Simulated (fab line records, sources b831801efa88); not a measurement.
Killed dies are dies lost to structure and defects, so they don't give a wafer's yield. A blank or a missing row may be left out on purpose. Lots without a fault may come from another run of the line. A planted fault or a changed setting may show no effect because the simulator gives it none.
One fault seen from 2 desks | flow gf180mcu | each desk has only its own numbers; what lay behind them comes last

THE METROLOGY DESK
What the gauges read, lot by lot, whatever tool the lot ran on: means of the sampled wafers that have a number. A lot is out of limits, marked OUT, if its mean lies more than 4 standard deviations from the usual mean; the brackets give that distance.
Columns: A = V4_W_RS at GF_V4_RS_MEAS_24, usual 0.327 ohm/sq; B = V4_W_THK at GF_V4_THK_MEAS_25, usual 351 nm; C = MIM_CVD_05_THK at GF_MIM_THK_MEAS_06, usual 42.0 nm; D = MIM_ALCU_RS at GF_MIM_RS_MEAS_10, usual 0.1607 ohm/sq; E = MIM_ALCU_THK at GF_MIM_THK_MEAS_11, usual 198.2 nm; F = cd_nm at GF_M5_CD_MEAS_07, usual 279.6 nm; G = M5_OVL at GF_M5_OVL_MEAS_08, usual 2 nm
lot  | first seen here | A     | B   | C    | D      | E     | F     | G
L681 | day 25 01:52    | 0.329 | 354 | 42.1 | 0.1590 | 200.2 | 280.9 | 11
L693 | day 28 14:03    | 0.330 | 354 | 42.3 | 0.1624 | 197.6 | 281.6 | 2
L699 | day 30 02:16    | 0.325 | 355 | 42.2 | 0.1616 | 196.8 | 279.6 | 2
L702 | day 31 01:08    | 0.322 | 355 | 41.8 | 0.1587 | 199.7 | 279.5 | 4
L704 | day 31 10:13    | 0.330 | 345 | 41.7 | 0.1613 | 197.7 | 281.4 | -4
This desk's finding: nothing out of limits on any of the 5 lots.

THE TOOL OWNER'S DESK: pvd_sputter-01
The tool's own readings at GF_MIM_SPUTTER_09 (material TiN, target thk 35 nm, time 29.2 s): means of the sampled wafers that have a number, for each lot that ran on this tool. A lot is out of limits, marked OUT, if its mean lies more than 4 standard deviations from the usual mean; the brackets give that distance.
Columns: A = throttle_valve_pct at GF_MIM_SPUTTER_09, usual 30.3 %
lot  | first seen here | A
L693 | day 28 14:53    | 29.6
L704 | day 31 11:02    | 29.6
This desk's finding: nothing out of limits on any of the 2 lots.

PUT TOGETHER
The metrology desk saw nothing out of limits.
The tool owner's desk saw nothing out of limits.

WHAT THE SIMULATOR HAD PUT IN
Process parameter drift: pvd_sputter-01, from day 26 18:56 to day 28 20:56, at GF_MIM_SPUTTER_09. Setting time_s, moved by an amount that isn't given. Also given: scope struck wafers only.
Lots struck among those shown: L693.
